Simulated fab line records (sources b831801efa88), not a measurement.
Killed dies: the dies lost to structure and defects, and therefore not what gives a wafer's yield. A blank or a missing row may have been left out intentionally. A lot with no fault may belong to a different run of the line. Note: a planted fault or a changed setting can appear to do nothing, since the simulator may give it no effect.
Split-lot trial -- flow sky130 -- 5 lots, 23 wafers read, on a route of 708 steps

## SPLIT DETAILS
At SKY_LDD_LDN_IMPLANT_10, the setting energy_kev was moved away from the recipe's 15 on 8 of the 23 wafers read, by -1.7% to +5.5%. The other wafers ran this setting at the recipe's value.

The split's own step is where the reading is taken.

## THE READING
implant.drp_nm (the simulator's own value, which no gauge read), in nm, at SKY_LDD_LDN_IMPLANT_10. No usual value for it is given in the file.

wafer,"tool, chamber at the split",energy_kev as run,against the recipe,"implant.drp_nm, nm",against lot-mates on the recipe
L074.1,"implanter-02, 0",14.75,-1.7%,5.865,-0.068
L074.6,"implanter-02, 0",14.75,-1.7%,5.865,-0.068
L074.2,"implanter-02, 0",15,recipe,5.933,-
L074.4,"implanter-02, 0",15,recipe,5.933,-
L074.5,"implanter-02, 0",15,recipe,5.933,-
L077.1,"implanter-04, 0",15.83,+5.5%,6.151,+0.218
L077.3,"implanter-04, 0",15.83,+5.5%,6.151,+0.218
L077.2,"implanter-04, 0",15,recipe,5.933,-
L077.4,"implanter-04, 0",15,recipe,5.933,-
L077.6,"implanter-04, 0",15,recipe,5.933,-
L083.4,"implanter-02, 0",15,recipe,5.933,-
L083.5,"implanter-02, 0",15,recipe,5.933,-
L083.6,"implanter-02, 0",15,recipe,5.933,-
L081.1,"implanter-04, 0",15.45,+3.0%,6.052,+0.119
L081.2,"implanter-04, 0",15.45,+3.0%,6.052,+0.119
L081.4,"implanter-04, 0",15,recipe,5.933,-
L081.5,"implanter-04, 0",15,recipe,5.933,-
L081.6,"implanter-04, 0",15,recipe,5.933,-
L085.1,"implanter-02, 0",15.46,+3.1%,6.054,+0.121
L085.6,"implanter-02, 0",15.46,+3.1%,6.054,+0.121
L085.2,"implanter-02, 0",15,recipe,5.933,-
L085.3,"implanter-02, 0",15,recipe,5.933,-
L085.4,"implanter-02, 0",15,recipe,5.933,-

FIT RESULTS
A straight line over all 23 wafers: implant.drp_nm changes by +0.0396 nm for each +1% of energy_kev; r = +1.00; the points scatter about the line by 0.00065 nm.
The same after taking each lot's own level away (the mean of its wafers on the recipe; 23 wafers): +0.0396 nm for each +1%; r = +1.00; scatter 0.00065 nm.
Per that fit: largest energy_kev move, reading shift of 0.22 nm.
The lots' own levels span 5.9330 to 5.9330 nm.
The two slopes agree, so the slope changes little with the lot-to-lot level.
Check: with one of the wafers moved furthest among these (+5.5%) left out of the fit, the line predicts +0.219 nm for it against its lot-mates. Against them it came out at +0.218 nm.

## OTHER SPLITS APPLIED TO THESE WAFERS
Other splits were also applied to these wafers ahead of the reading. Each is held against what the fit with the lots' levels taken away leaves over:
other split on the same wafers,wafers away from the commonest value,r with implant.drp_nm (lot level and that fit taken away)
SKY_LDD_LDN_COAT_02 spin_rpm,5,+0.05

## THE FILE'S OWN FIT
implant.drp_nm changes by +0.0395 nm for each +1% of energy_kev, r = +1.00.
